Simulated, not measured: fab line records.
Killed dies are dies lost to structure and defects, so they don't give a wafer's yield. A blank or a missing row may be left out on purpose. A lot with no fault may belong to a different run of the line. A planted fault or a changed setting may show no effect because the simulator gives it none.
fab line records ; flow sky130
record: lots: 5; wafers: 15; lastDay: 51
route steps=708 shown RES_PROTECT@212 POLY_GATE@213 PAD_OPEN@708
lots untouched by any fault: they come from a run of this same line in which no faults occurred
startH: hours from the record's first day to the start of the lot's first wafer shown ; waitH: how many hours have passed since the lot's step before this one ; " identical to the entry in the row above ; L1.1+2: a row that stands for several wafers ; - no value, or no start given ; * or withheld: withheld ; < > ~ a bound
route shown NAME@n: NAME is a module with steps in the file, n the number in the route of the first one ; usual: mean/standard deviation of fault-free wafers ; same: alike in all rows ; chamber/n: place in a boat ; sites: each site's reading ; _std_site: the values' standard deviation ; _edge_site: inner sites' mean taken away from outer sites' mean ; radiusMm: for every site, how far away it sits from the centre of the wafer ; mask NAME#n: copy n ; behind: tool/chamber where the wafer was last shaped ; hold: the reason the lot was held/the length of the hold in hours/how it ended ; device: transistor that didn't switch, given as n, p or np ; end of line: at the end of the route, the tests of the same wafers ; a step given without rows: its recipe and nothing more ; killed: at the first sort, the dies lost to defects and structure; wafer yield is something else ; map: the dies of a wafer, with x for killed, . for not killed, _ for no die there
set.NAME: the run value of the setting; set.NAME@STEP: its run value at that earlier step ; model.NAME: the simulator's own value behind a step, which no gauge read
certain route steps with their lots: each step a table, each wafer a row
services: from which hour (startH, from the record's first day; less than 0 if before it) a tool's chamber was out of use, for how many hours, and why
== steps ==
step: SKY_RES_PROTECT_DEVELOP_06
recipe: resist: NOVOLAK; developer: TMAH; developTimeS: 60; devTempC: 23
step: SKY_POLY_GATE_IMPLANT_02
recipe: species: P; energyKev: 30; doseCm2: 7.7e+15; tiltDeg: 0
step: SKY_RES_PROTECT_STRIP_07
recipe: chemistry: O2/N2; powerW: 1400; pressureMtorr: 1500; platenTempC: withheld; o2FlowSccm: 3000; n2FlowSccm: 300; overashFraction: 0.5
usual: drypumpMotorCurrentA: 6.0/0.51; oesProductAu: 0.518/0.0045; stripTimeToEndpointS: 23.30/0.051
lot.wafer;tool;chamber;startH;waitH;drypumpMotorCurrentA;oesProductAu;rfHoursCounterH;stripTimeToEndpointS
L927.2;plasmaAsher-01;0;364.19;0.1;6.4;0.515;25;23.30
L927.3;plasmaAsher-01;1;364.19;0.1;6.5;0.517;-;23.36
L927.6;plasmaAsher-01;0;364.19;0.1;6.4;0.521;-;23.34
L939.1;plasmaAsher-03;0;451.67;0.1;5.4;0.517;59;23.18
L939.5;plasmaAsher-03;0;451.67;0.1;5.3;0.511;-;23.24
L939.6;plasmaAsher-03;1;451.67;0.1;6.4;0.518;-;23.23
L948.3;plasmaAsher-02;1;536.42;0.1;5.4;0.516;-;23.25
L948.4;plasmaAsher-02;0;536.42;0.1;5.4;0.516;-;23.25
L948.6;plasmaAsher-02;1;536.42;0.1;5.4;0.520;-;23.30
L949.1;plasmaAsher-03;0;544.51;0.1;5.3;0.516;69;23.30
L949.2;plasmaAsher-03;1;544.51;0.1;6.4;0.513;69;23.30
L949.3;plasmaAsher-03;0;544.51;0.1;5.3;0.510;-;23.28
L950.2;plasmaAsher-03;1;552.11;0.1;6.4;0.517;70;23.35
L950.3;plasmaAsher-03;1;552.11;0.1;6.5;0.514;-;23.31
L950.5;plasmaAsher-03;1;552.11;0.1;6.5;0.525;-;23.30
step: SKY_RES_PROTECT_TW_MEAS_08
usual: POLY_GATE_TW: 4047/47
lot.wafer;tool;chamber;startH;waitH;POLY_GATE_TW
L927.2;filmMetro-02;-;364.30;0.1;4100
L927.3;filmMetro-02;-;364.30;0.1;4079
L927.6;filmMetro-02;-;364.30;0.1;4070
L939.1;filmMetro-01;-;451.77;0.1;3941
L939.5;filmMetro-01;-;451.77;0.1;3958
L939.6;filmMetro-01;-;451.77;0.1;3955
L948.3;filmMetro-04;-;536.51;0.1;4065
L948.4;filmMetro-04;-;536.51;0.1;4078
L948.6;filmMetro-04;-;536.51;0.1;4096
L949.1;filmMetro-02;-;544.61;0.1;4051
L949.2;filmMetro-02;-;544.61;0.1;4065
L949.3;filmMetro-02;-;544.61;0.1;4074
L950.2;filmMetro-04;-;552.22;0.1;4055
L950.3;filmMetro-04;-;552.22;0.1;4098
L950.5;filmMetro-04;-;552.22;0.1;4077
step: SKY_RES_PROTECT_CLEAN_09
recipe: chemistry: SC1/SC2; mix: 1:4:20; tempC: 70; timeS: 150; dry: n2Spin
step: SKY_POLY_GATE_CVD_03
recipe: material: Si3N4; precursor: DCS/NH3; targetThkNm: 75; tempC: 770; timeS: 1290; pressureMtorr: 250
step: SKY_POLY_GATE_THK_MEAS_04
recipe: reads: Si3N4_of_POLY_GATE_CVD_03
usual: POLY_GATE_CVD_03_THK: 75.3/0.66
lot.wafer;tool;chamber;startH;waitH;POLY_GATE_CVD_03_THK[nm]
L927.2;filmMetro-04;-;366.82;0.0;75.8
L927.3;filmMetro-04;-;366.82;0.0;75.5
L927.6;filmMetro-04;-;366.82;0.0;75.4
L939.1;filmMetro-04;-;453.28;0.0;75.3
L939.5;filmMetro-04;-;453.28;0.0;75.4
L939.6;filmMetro-04;-;453.28;0.0;75.1
L948.3;filmMetro-04;-;539.09;0.0;75.4
L948.4;filmMetro-04;-;539.09;0.0;75.4
L948.6;filmMetro-04;-;539.09;0.0;75.3
L949.1;filmMetro-02;-;546.08;0.0;76.2
L949.2;filmMetro-02;-;546.08;0.0;76.0
L949.3;filmMetro-02;-;546.08;0.0;74.9
L950.2;filmMetro-02;-;556.19;0.0;76.2
L950.3;filmMetro-02;-;556.19;0.0;76.3
L950.5;filmMetro-02;-;556.19;0.0;76.0
step: SKY_POLY_GATE_DEHYDRATE_05
recipe: tempC: 200; timeS: 60
step: SKY_POLY_GATE_HMDS_06
recipe: primeTimeS: 60; primeTempC: 120
step: SKY_POLY_GATE_COAT_07
recipe: resist: BARC; tempC: withheld; timeS: withheld; spinRpm: 3000; resistThkNm: 110
step: SKY_POLY_GATE_COAT_08
recipe: resist: KrF-thick; spinRpm: 3000; resistThkNm: 450
step: SKY_POLY_GATE_SOFTBAKE_09
recipe: tempC: 100; timeS: 90; resist: KrF-thick
step: SKY_POLY_GATE_EXPOSE_10
recipe: maskId: P1M; na: 0.68; sourceShape: conventional; sigmaOuter: 0.6; targetCdNm: 150; doseMj: 28
same: na: 0.68
lot.wafer;tool;chamber;startH;waitH;mask
L927.2+3+6;krfScanner-02;0;381.42;-;P1M#0
L939.1+5+6;krfScanner-02;0;469.01;-;P1M_R1#0
L948.3+4+6;krfScanner-02;0;554.55;-;P1M#0
L949.1+2+3;krfScanner-02;0;562.04;-;P1M#0
L950.2+3+5;krfScanner-01;0;571.34;-;P1M#0
step: SKY_POLY_GATE_PEB_11
recipe: pebTempC: withheld; pebTimeS: withheld; resist: KrF-thick
step: SKY_POLY_GATE_DEVELOP_12
recipe: developTimeS: 60; resist: KrF-thick; devTempC: 21
step: SKY_POLY_GATE_CD_MEAS_13
recipe: targetCdNm: 150
usual: cdNm: 149.5/1.2
lot.wafer;tool;chamber;startH;waitH;cdNm
L927.2;cdSem-01;-;395.84;-;148.9
L927.3;cdSem-01;-;395.84;-;150.0
L927.6;cdSem-01;-;395.84;-;149.0
L939.1;cdSem-02;-;484.06;-;172.8
L939.5;cdSem-02;-;484.06;-;170.8
L939.6;cdSem-02;-;484.06;-;171.9
L948.3;cdSem-01;-;569.40;-;148.0
L948.4;cdSem-01;-;569.40;-;148.3
L948.6;cdSem-01;-;569.40;-;148.1
L949.1;cdSem-01;-;576.72;-;151.0
L949.2;cdSem-01;-;576.72;-;150.9
L949.3;cdSem-01;-;576.72;-;151.0
L950.2;cdSem-01;-;586.33;-;148.6
L950.3;cdSem-01;-;586.33;-;150.1
L950.5;cdSem-01;-;586.33;-;149.5
step: SKY_POLY_GATE_OVL_MEAS_14
usual: POLY_GATE_OVL: 0/4.9
lot.wafer;tool;chamber;startH;waitH;POLY_GATE_OVL[nm]
L927.2;overlay-02;-;395.95;0.1;-7
L927.3;overlay-02;-;395.95;0.1;-14
L927.6;overlay-02;-;395.95;0.1;-2
L939.1;overlay-01;-;484.18;0.1;8
L939.5;overlay-01;-;484.18;0.1;10
L939.6;overlay-01;-;484.18;0.1;8
L948.3;overlay-01;-;569.49;0.1;0
L948.4;overlay-01;-;569.49;0.1;7
L948.6;overlay-01;-;569.49;0.1;-3
L949.1;overlay-01;-;576.84;0.1;-4
L949.2;overlay-01;-;576.84;0.1;-5
L949.3;overlay-01;-;576.84;0.1;-4
L950.2;overlay-01;-;586.46;0.1;-6
L950.3;overlay-01;-;586.46;0.1;-1
L950.5;overlay-01;-;586.46;0.1;0
step: SKY_POLY_GATE_ETCH_15
recipe: chemistry: N2/H2; target: BARC; ionEnergyEv: 200; sourceW: 500; biasW: 100; pressureMtorr: 30; n2FlowSccm: 100; h2FlowSccm: 200; stopOn: SiO2; timeS: 118.5; targetDepthA: 1100
usual: drypumpMotorCurrentA: 5.7/0.42; oesProductAu: 0.716/0.0047; throttleValvePct: 13.213/0.0089
lot.wafer;tool;chamber;startH;waitH;drypumpMotorCurrentA;oesProductAu;rfHoursCounterH;throttleValvePct;model.POLY_GATE.cdNm
L927.2;rieDiel-01;3;395.98;0.0;5.6;0.715;25;13.215;149.4
L927.3;rieDiel-01;0;395.98;0.0;6.0;0.721;2;13.215;151
L927.6;rieDiel-01;1;395.98;0.0;5.1;0.722;-;13.197;147.6
L939.1;rieDiel-03;0;484.22;0.0;5.7;0.709;15;13.223;173.6
L939.5;rieDiel-03;0;484.22;0.0;5.7;0.713;-;13.213;172.9
L939.6;rieDiel-03;3;484.22;0.0;5.8;0.717;-;13.210;170.5
L948.3;rieDiel-03;0;569.52;0.0;5.8;0.711;17;13.215;150.3
L948.4;rieDiel-03;1;569.52;0.0;5.5;0.715;4;13.222;147.9
L948.6;rieDiel-03;1;569.52;0.0;5.5;0.709;-;13.218;148.2
L949.1;rieDiel-03;1;576.88;0.0;5.5;0.717;5;13.221;150.1
L949.2;rieDiel-03;3;576.88;0.0;5.8;0.717;72;13.202;149.6
L949.3;rieDiel-03;2;576.88;0.0;6.4;0.722;18;13.232;151.8
L950.2;rieDiel-02;0;586.49;0.0;5.3;0.719;69;13.223;150.2
L950.3;rieDiel-02;3;586.49;0.0;5.8;0.717;18;13.215;153.4
L950.5;rieDiel-02;0;586.49;0.0;5.3;0.718;-;13.216;150.5
step: SKY_POLY_GATE_ETCH_16
recipe: stopOn: poly-Si; chemistry: CH3F/O2; target: Si3N4; sourceW: 400; biasW: 80; pressureMtorr: 25; ch3fFlowSccm: 40; O2_flow_sccm: 30; timeS: 147.5; targetDepthA: 750
usual: drypumpMotorCurrentA: 5.7/0.42; oesProductAu: 0.640/0.0057; throttleValvePct: 10.536/0.0082
lot.wafer;tool;chamber;startH;waitH;drypumpMotorCurrentA;oesProductAu;rfHoursCounterH;throttleValvePct
L927.2;rieDiel-01;3;396.06;0.0;5.6;0.643;25;10.535
L927.3;rieDiel-01;0;396.06;0.0;6.0;0.648;2;10.534
L927.6;rieDiel-01;1;396.06;0.0;5.1;0.639;-;10.537
L939.1;rieDiel-03;0;484.30;0.0;5.7;0.644;15;10.523
L939.5;rieDiel-03;0;484.30;0.0;5.7;0.644;-;10.520
L939.6;rieDiel-03;3;484.30;0.0;5.8;0.641;-;10.556
L948.3;rieDiel-03;0;569.60;0.0;5.7;0.643;17;10.547
L948.4;rieDiel-03;1;569.60;0.0;5.4;0.636;4;10.551
L948.6;rieDiel-03;1;569.60;0.0;5.5;0.644;-;10.532
L949.1;rieDiel-03;1;576.96;0.0;5.5;0.643;5;10.521
L949.2;rieDiel-03;3;576.96;0.0;5.8;0.645;73;10.537
L949.3;rieDiel-03;2;576.96;0.0;6.3;0.627;18;10.549
L950.2;rieDiel-02;0;586.57;0.0;5.3;0.648;69;10.547
L950.3;rieDiel-02;3;586.57;0.0;5.8;0.642;18;10.542
L950.5;rieDiel-02;0;586.57;0.0;5.3;0.649;-;10.549
step: SKY_POLY_GATE_ETCH_17
recipe: targetDepthNm: 180; stopOn: SiO2; overEtchFrac: 0.56667; chemistry: HBr/Cl2; target: poly-Si; icpW: 400; biasW: 100; pressureMtorr: 10; HBr_flow_sccm: 150; Cl2_flow_sccm: 50; timeS: 70.5
usual: drypumpMotorCurrentA: 5.9/0.54; oesProductAu: 0.990/0.0074; throttleValvePct: 33.685/0.0091
lot.wafer;tool;chamber;startH;waitH;drypumpMotorCurrentA;oesProductAu;rfHoursCounterH;throttleValvePct;model.POLY_GATE.cdNm
L927.2;rieSi-01;1;396.16;0.0;5.0;0.987;5;33.678;148.7
L927.3;rieSi-01;2;396.16;0.0;6.3;0.977;3;33.682;150.8
L927.6;rieSi-01;1;396.16;0.0;5.0;0.982;-;33.687;146.9
L939.1;rieSi-01;1;484.40;0.0;5.0;0.990;5;33.690;172.4
L939.5;rieSi-01;2;484.40;0.0;6.3;1.007;-;33.693;172.5
L939.6;rieSi-01;3;484.40;0.0;6.0;0.992;-;33.686;171.7
L948.3;rieSi-02;1;569.70;0.0;6.3;0.992;4;33.682;149.4
L948.4;rieSi-02;3;569.70;0.0;6.8;0.988;0;33.684;146.8
L948.6;rieSi-02;2;569.70;0.0;5.8;0.994;-;33.694;147
L949.1;rieSi-01;2;577.06;0.0;6.3;0.991;4;33.696;149.2
L949.2;rieSi-01;1;577.06;0.0;5.1;0.987;6;33.688;149.5
L949.3;rieSi-01;0;577.06;0.0;5.6;0.981;1;33.685;152.1
L950.2;rieSi-01;2;586.67;0.0;6.3;0.987;4;33.673;150.2
L950.3;rieSi-01;0;586.67;0.0;5.6;0.982;1;33.698;154.2
L950.5;rieSi-01;1;586.67;0.0;5.0;0.986;-;33.680;150.7
step: SKY_POLY_GATE_STRIP_18
recipe: chemistry: O2/N2; powerW: 1400; pressureMtorr: 1500; platenTempC: withheld; o2FlowSccm: 3000; n2FlowSccm: 300; overashFraction: 0.5
usual: drypumpMotorCurrentA: 5.9/0.49; oesProductAu: 0.360/0.0047; stripTimeToEndpointS: 3.15/0.032
lot.wafer;tool;chamber;startH;waitH;drypumpMotorCurrentA;oesProductAu;rfHoursCounterH;stripTimeToEndpointS
L927.2;plasmaAsher-01;0;396.22;0.0;6.4;0.362;28;3.15
L927.3;plasmaAsher-01;0;396.22;0.0;6.4;0.362;-;3.13
L927.6;plasmaAsher-01;0;396.22;0.0;6.4;0.356;-;3.17
L939.1;plasmaAsher-02;1;484.46;0.0;5.4;0.362;4;3.16
L939.5;plasmaAsher-02;0;484.46;0.0;5.5;0.367;-;3.13
L939.6;plasmaAsher-02;1;484.46;0.0;5.4;0.366;-;3.12
L948.3;plasmaAsher-01;1;569.79;0.1;6.5;0.363;-;3.17
L948.4;plasmaAsher-01;0;569.79;0.1;6.4;0.362;-;3.15
L948.6;plasmaAsher-01;0;569.79;0.1;6.4;0.351;-;3.16
L949.1;plasmaAsher-01;0;577.12;0.0;6.4;0.363;47;3.12
L949.2;plasmaAsher-01;1;577.12;0.0;6.5;0.357;47;3.09
L949.3;plasmaAsher-01;1;577.12;0.0;6.5;0.363;-;3.19
L950.2;plasmaAsher-02;1;586.72;0.0;5.4;0.359;14;3.13
L950.3;plasmaAsher-02;1;586.72;0.0;5.4;0.358;-;3.18
L950.5;plasmaAsher-02;1;586.72;0.0;5.4;0.358;-;3.17
step: SKY_PAD_OPEN_PROBE_99
usual: killed_at_M0_to_M3: 43/6.6; killed_at_M4_up: 3.1/1.9; killedAtContacts: 24/5.2; killedAtFrontEnd: 16/4.5; killedAtOther: 0.4/0.62; killedDies: 87/9; killedOpen: 48/7; killedShort: 39/6.2
same: grossDies: 492; killedAtBackSide: 0
lot.wafer;tool;chamber;startH;waitH;killed_at_M0_to_M3;killed_at_M4_up;killedAtContacts;killedAtFrontEnd;killedAtOther;killedDies;killedOpen;killedShort
L927.2;prober-02;-;1103.24;0.1;39;3;17;18;0;77;44;33
L927.3;prober-02;-;1103.29;0.2;40;1;25;14;0;80;43;37
L927.6;prober-02;-;1103.44;0.2;34;7;23;13;1;78;35;42
L939.1;prober-01;-;1162.22;0.1;36;7;19;85;0;147;36;40
L939.5;prober-01;-;1162.42;0.2;50;2;20;89;0;161;40;43
L939.6;prober-01;-;1162.47;0.2;38;1;23;84;0;146;37;32
killed by level:class
L927.2 LI_CONTACT:geometricParticle:open=7 VIA1:geometricParticle:open=6 POLY_GATE:geometricParticle:open=6 VIA2:geometricParticle:open=6 METAL2:geometricParticle:short=5 CONTACT:geometricParticle:open=4 FIELD_ISO:geometricParticle:open=4 VIA1:geometricParticle:short=4
L927.3 METAL1:geometricParticle:short=12 CONTACT:geometricParticle:open=11 VIA1:geometricParticle:open=10 LOCAL_INTERCONNECT:geometricParticle:short=6 VIA2:geometricParticle:open=6 VIA1:geometricParticle:short=5 POLY_GATE:geometricParticle:open=4 CONTACT:geometricParticle:short=4
L927.6 CONTACT:geometricParticle:open=9 CONTACT:geometricParticle:short=7 POLY_GATE:geometricParticle:short=6 METAL4:geometricParticle:short=5 METAL1:geometricParticle:short=5 VIA1:geometricParticle:open=5 VIA2:geometricParticle:open=5 VIA3:geometricParticle:open=5
L939.1 POLY_GATE:areaExpose=71 METAL3:geometricParticle:short=8 LI_CONTACT:geometricParticle:open=7 METAL2:geometricParticle:short=6 VIA2:geometricParticle:open=6 POLY_GATE:geometricParticle:short=5 METAL4:geometricParticle:short=5 CONTACT:geometricParticle:open=5
L939.5 POLY_GATE:areaExpose=78 VIA1:geometricParticle:open=10 METAL1:geometricParticle:short=8 CONTACT:geometricParticle:open=7 LI_CONTACT:geometricParticle:open=6 METAL3:geometricParticle:short=6 METAL2:geometricParticle:short=6 VIA3:geometricParticle:open=6
L939.6 POLY_GATE:areaExpose=77 METAL2:geometricParticle:short=9 LI_CONTACT:geometricParticle:open=8 VIA1:geometricParticle:open=8 CONTACT:geometricParticle:short=6 VIA3:geometricParticle:open=6 CONTACT:geometricParticle:open=5 VIA2:geometricParticle:open=5
map L939.5 (x killed, . not)
__________.x.......x_________
________.x............_______
______...x.......x......_____
_____.......x.xx.....x.xx____
____x.x..x.x....x..xx..x..___
___...x.xx.......x.....x...__
__.x....xx....x..xxx...xx..._
_x.....x...xxxxxxxx..x.xx....
_....x..x..x.xxx.xx..x..x....
_.......xxxx.xx..xxxx.xx.x...
_..xx...x.xxxxxxxxxxx..x.x...
_x.....x..xx..x...xxx........
_x....xx.x.x...xx.xxx.xx.x...
_x..x.....x.xxx..xx...x.....x
_.x.....xx.xx.....xx.xxxx....
__.x.x.......xx..x.x.x.x.x.._
___.x....x.xxx.xxxx...xxx..__
____..........x....x.....x___
_____..........x......x..____
______xx...........x...._____
________..x..x...xx..._______
__________.........x_________
map L949.1 (x killed, . not)
__________.........._________
________.......x..x..x_______
______.x..........x....x_____
_____..........x..x....x.____
____.x..........xx...x..x.___
___.xxx.x..x.x....x...x....__
__....x.xx..........x.x....._
_.........x.........xx.xx.x..
_.........xxx................
_........x.....xxx...........
_..x.x...x.x...x...x.x..x...x
_..x.x....x........x.........
_.x..x...x......x.....x.x...x
_..x.......x..........x......
_x...........x...x...........
__........x.x.x.xx..x......._
___...x....x...............__
____.x..x..x..x...xx......___
_____......x..x........x.____
______..x.......xx......_____
________x............._______
__________.......x.._________
== services ==
tool;chamber;startH;hours;kind
krfScanner-02;-;341.50;1.0;pm
plasmaAsher-03;-;350.89;2.3;repair
rieSi-01;-;353.89;0.5;repair
rieSi-01;3;359.39;3.1;repair
plasmaAsher-03;-;376.49;15.3;repair
krfScanner-02;-;380.10;1.3;pm
rieSi-01;0;392.18;3.6;repair
rieSi-01;1;396.57;34.6;repair
plasmaAsher-03;-;406.62;11.4;repair
krfScanner-02;-;409.69;0.8;repair
rieSi-01;0;420.20;12.4;repair
plasmaAsher-02;-;421.25;9.0;pm
plasmaAsher-02;-;430.25;2.8;pm
krfScanner-02;-;439.48;3.2;repair
rieDiel-03;-;466.38;2.8;pm
krfScanner-02;-;482.49;0.8;pm
rieDiel-03;3;487.21;4.8;repair
plasmaAsher-01;-;499.69;2.2;repair
krfScanner-02;-;510.50;1.0;pm
rieSi-01;-;512.50;1.0;repair
rieDiel-03;3;513.28;4.2;repair
rieSi-01;2;520.69;1.0;repair
krfScanner-02;-;556.00;1.3;pm
plasmaAsher-01;-;568.57;0.5;repair
== key ==
firstSign: step: SKY_POLY_GATE_EXPOSE_10; reading: mask; direction: changed
effect: step: SKY_POLY_GATE_CD_MEAS_13; reading: cdNm; direction: up; sigmas: 18; usual: 149.5; struck: 171.9
effect: step: SKY_PAD_OPEN_PROBE_99; reading: killedAtFrontEnd; direction: up; sigmas: 15; usual: 16; struck: 86
modelEffect: step: SKY_POLY_GATE_ETCH_15; value: POLY_GATE.cdNm; without: 150.3; struck: 172.3
modelEffect: step: SKY_POLY_GATE_ETCH_17; value: POLY_GATE.cdNm; without: 150.2; struck: 172.2
moreKillsBornAt: SKY_POLY_GATE_EXPOSE_10@krfScanner-02: 226
metAt SKY_POLY_GATE_EXPOSE_10
struckWafers L939.1,L939.5,L939.6
testerLeftOut L939
onsetBetween 381.42 469.01
fault: kind: wrongMask; tool: any; chamber: -; onsetH: 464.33; steps: SKY_POLY_GATE_EXPOSE_10; auxCopy: P1M_R1#0; cdOffsetNm: 22; scope: struckLotsOnly
testerLeftOut: of these lots the tester's yield and bins aren't shown, on N5 and GAA mostly nor the transistor test; their killed dies are dies lost to structure and defects alone, not to doping, threshold or leakage, so they don't give the yield
